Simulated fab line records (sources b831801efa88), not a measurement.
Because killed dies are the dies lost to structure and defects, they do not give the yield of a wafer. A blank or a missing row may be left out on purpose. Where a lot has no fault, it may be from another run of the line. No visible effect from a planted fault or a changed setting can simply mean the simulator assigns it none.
The same fault as seen by 2 desks || flow gf180mcu || each desk holds nothing but its own numbers, with what lay behind them at the end

DESK OF THE TOOL OWNER: krf_scanner-02
The tool's own readings at GF_V5_EXPOSE_11 (exposes mask Via5, target cd 260 nm): means of the sampled wafers that have a number, for each lot that ran on this tool. A lot is out of limits, marked OUT, if its mean lies more than 4 standard deviations from the usual mean; the brackets give that distance.
Columns: A = exposure_dose_mJ_cm2 at GF_V5_EXPOSE_11, usual 37.98; B = focus_offset_nm at GF_V5_EXPOSE_11, usual 0.1 nm
{"lot": "L872", "first seen here": "day 26 20:40", "A": 37.99, "B": 1.1}
{"lot": "L876", "first seen here": "day 28 12:23", "A": 37.93, "B": -0.0}
{"lot": "L877", "first seen here": "day 28 14:07", "A": 37.99, "B": -0.1}
{"lot": "L878", "first seen here": "day 28 23:50", "A": 38.02, "B": -0.0}
{"lot": "L879", "first seen here": "day 29 02:31", "A": "47.67 (+99 or more) OUT", "B": 0.3}
{"lot": "L880", "first seen here": "day 29 10:07", "A": "47.75 (+99 or more) OUT", "B": 0.2}
{"lot": "L884", "first seen here": "day 30 16:46", "A": "43.95 (+99 or more) OUT", "B": -0.6}
Finding of this desk: L879, L880, L884 out of limits; the first was L879 at day 29 02:31, on exposure_dose_mJ_cm2 at GF_V5_EXPOSE_11. Within limits: L872, L876, L877, L878.

AT THE METROLOGY DESK
Lot by lot, what the gauges showed, no matter which tool ran the lot: averages of those sampled wafers that carry a number. A lot is out of limits, marked OUT, if its mean lies more than 4 standard deviations from the usual mean; the brackets give that distance.
Columns: A = V4_W_THK at GF_V4_THK_MEAS_25, usual 341 nm; B = cd_nm at GF_V5_CD_MEAS_14, usual 259.9 nm
{"lot": "L872", "first seen here": "day 24 12:07", "A": 345, "B": 261.0}
{"lot": "L873", "first seen here": "day 24 23:53", "A": 348, "B": 260.7}
{"lot": "L874", "first seen here": "day 25 04:32", "A": 338, "B": 259.5}
{"lot": "L876", "first seen here": "day 26 06:14", "A": 346, "B": 260.4}
{"lot": "L877", "first seen here": "day 26 08:25", "A": 337, "B": 260.2}
{"lot": "L878", "first seen here": "day 26 18:55", "A": 338, "B": 259.8}
{"lot": "L879", "first seen here": "day 26 22:01", "A": 341, "B": "293.1 (+30) OUT"}
{"lot": "L880", "first seen here": "day 27 06:37", "A": 337, "B": "294.8 (+32) OUT"}
{"lot": "L884", "first seen here": "day 28 15:05", "A": 338, "B": "281.7 (+20) OUT"}
{"lot": "L885", "first seen here": "day 28 23:44", "A": 338, "B": 260.7}
{"lot": "L886", "first seen here": "day 29 06:36", "A": 344, "B": 261.5}
{"lot": "L887", "first seen here": "day 29 14:34", "A": 342, "B": 260.4}
{"lot": "L889", "first seen here": "day 30 00:34", "A": 348, "B": 260.2}
{"lot": "L893", "first seen here": "day 30 23:35", "A": 336, "B": 258.9}
{"lot": "L895", "first seen here": "day 31 14:14", "A": 342, "B": 259.4}
Finding of this desk: L879, L880, L884 out of limits; the first was L879 at day 29 11:43, on cd_nm at GF_V5_CD_MEAS_14. Within limits: L872, L873, L874, L876, L877, L878, L885, L886, L887, L889, L893, L895.

TAKEN TOGETHER
At day 29 02:31, on L879, L880, L884, the tool owner's desk was in a position to raise an alarm.
At day 29 11:43 the metrology desk could have sounded an alarm, on L879, L880, L884.
Every lot named ran GF_V5_EXPOSE_11 on krf_scanner-02.

WHAT HAD BEEN PUT IN BY THE SIMULATOR
Process parameters drifting: krf_scanner-02 at GF_V5_EXPOSE_11, beginning at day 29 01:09. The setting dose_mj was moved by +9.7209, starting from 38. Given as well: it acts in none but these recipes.
Lots struck among those shown: L879, L880, L884.
Hours from the fault's start to each desk's first reading out of limits: the tool owner's desk, 1; the metrology desk, 11.
